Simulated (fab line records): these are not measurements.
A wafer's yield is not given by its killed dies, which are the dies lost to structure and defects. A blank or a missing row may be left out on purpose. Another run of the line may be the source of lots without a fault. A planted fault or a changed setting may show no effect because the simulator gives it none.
Code-filled problem report in 8D (eight disciplines) form	flow sky130	the parts of the form that need people (team, actions taken, sign-off) are left out

== 1. THE PROBLEM ==
At SKY_CAP2M_METAL_ETCH_13, oes-product-au averages 0.729 a.u. over 4 wafers from 2 lots, while fault-free wafers read 0.940 a.u., standard deviation 0.0071. That puts it -30 standard deviations away from the usual mean.
The step: etches TiN in Cl2/BCl3, stops on SiO2, target depth 220 nm, time 62.9 s.
First observed at day 45 17:48: wafer L228.4, on rie-metal-04. Wafers with a number at this step in the record: 30, from 10 lots. Rule for "out", or "out of limits": more than 4 standard deviations from the usual mean. The rest of the wafers with a number are treated as sound.

== 2. WHAT IT IS, AND WHAT IT ISN'T ==
question	is	is not
which readings at this step	oes-product-au, throttle-valve-pct	drypump-motor-current-A, he-backside-leak-sccm
which lots	L228, L230	L211, L212, L214, L219, L231, L232, L233, L234
which wafers of those lots	L228.4, L228.6, L230.1, L230.6	L228.5, L230.2
read on which tools	rie-metal-04	rie-metal-01, rie-metal-03
when	from day 45 17:48	up to then (13 sound wafers); but 13 sound wafers of L230, L231, L232, L233, L234 came after

== 3. WHAT RULES OUT EACH SUSPECT ==
Counting: if a tool at a process step up to the reading ran every lot that is out, it stays a suspect. Sound lots after the first of them don't rule it out here, since some wafers of a struck lot are sound.
- pvd-sputter-02 at SKY_METAL4_SPUTTER_00 (material Ti, target thk 15 nm, time 10 s): kept. It ran every lot that is out, first L228 (day 44 21:04); its last sound lot up to then is L219 (day 41 18:40).
- rie-metal-04 at SKY_CAP2M_METAL_ETCH_13 (etches TiN in Cl2/BCl3, stops on SiO2, target depth 220 nm, time 62.9 s): kept. It ran every lot that is out, first L228 (day 45 17:48); its last sound lot up to then is L219 (day 42 18:34). Out on those wafers are its own readings of oes-product-au, throttle-valve-pct.
- Within rie-metal-04 at SKY_CAP2M_METAL_ETCH_13, the wafers that are out were processed in chamber 1 and their sound lot-mates in chamber 0.
Remaining after the count are pvd-sputter-02 at SKY_METAL4_SPUTTER_00 and rie-metal-04 at SKY_CAP2M_METAL_ETCH_13.

== 4. THE CAUSE (what the simulator had put in) ==
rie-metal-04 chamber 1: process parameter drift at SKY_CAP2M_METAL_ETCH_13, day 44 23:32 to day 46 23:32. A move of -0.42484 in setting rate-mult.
Counting left 2 suspects, and this tool is among them.

== 5. SEQUENCE OF EFFECTS, ordered by route ==
Each row: a reading whose mean over the struck wafers that have a number lies more than 3 standard deviations from the usual. Readings are gone through only where the record gives a usual standard deviation; hours: the median, over the lots, of the time from a lot's start at the first step in this table giving one to that lot's start at this step; sigmas: the change measured in usual standard deviations.
hours	step	reading	usual	on struck wafers	change	sigmas
0	SKY_CAP2M_METAL_ETCH_13	oes-product-au	0.940 a.u.	0.729	-0.211	-30
0	SKY_CAP2M_METAL_ETCH_13	throttle-valve-pct	21.903 %	22.033	+0.130	+13
0	SKY_CAP2M_STRIP_14	strip-time-to-endpoint-s	12.66 s	13.31	+0.65	+17
101	SKY_PAD_OPEN_PROBE_99	defect-limited-yield	82.6 %	0.0	-82.6	-46
101	SKY_PAD_OPEN_PROBE_99	killed-at-other	0.2	395.2	+395.1	+99 or more
101	SKY_PAD_OPEN_PROBE_99	killed-dies	86	492	+406	+46
101	SKY_PAD_OPEN_PROBE_99	killed-on-rim	17	96	+79	+21
101	SKY_PAD_OPEN_PROBE_99	sort_bin_3_pad_short	0.8 %	81.5	+80.8	+99 or more
101	SKY_PAD_OPEN_PROBE_99	sort-n-pass	406	0	-406	-46
101	SKY_PAD_OPEN_PROBE_99	sort-yield-pct	82.6 %	0.0	-82.6	-46
Here are the process steps it includes:
- SKY_CAP2M_METAL_ETCH_13: etches TiN in Cl2/BCl3, stops on SiO2, target depth 220 nm, time 62.9 s.
- SKY_CAP2M_STRIP_14: strips in O2/N2.
- SKY_PAD_OPEN_PROBE_99

== 6. HOW IT WOULD HAVE BEEN CAUGHT EARLIER ==
First out-of-limits reading in this record: day 45 17:48, which is 18 hours after fault onset at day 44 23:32.
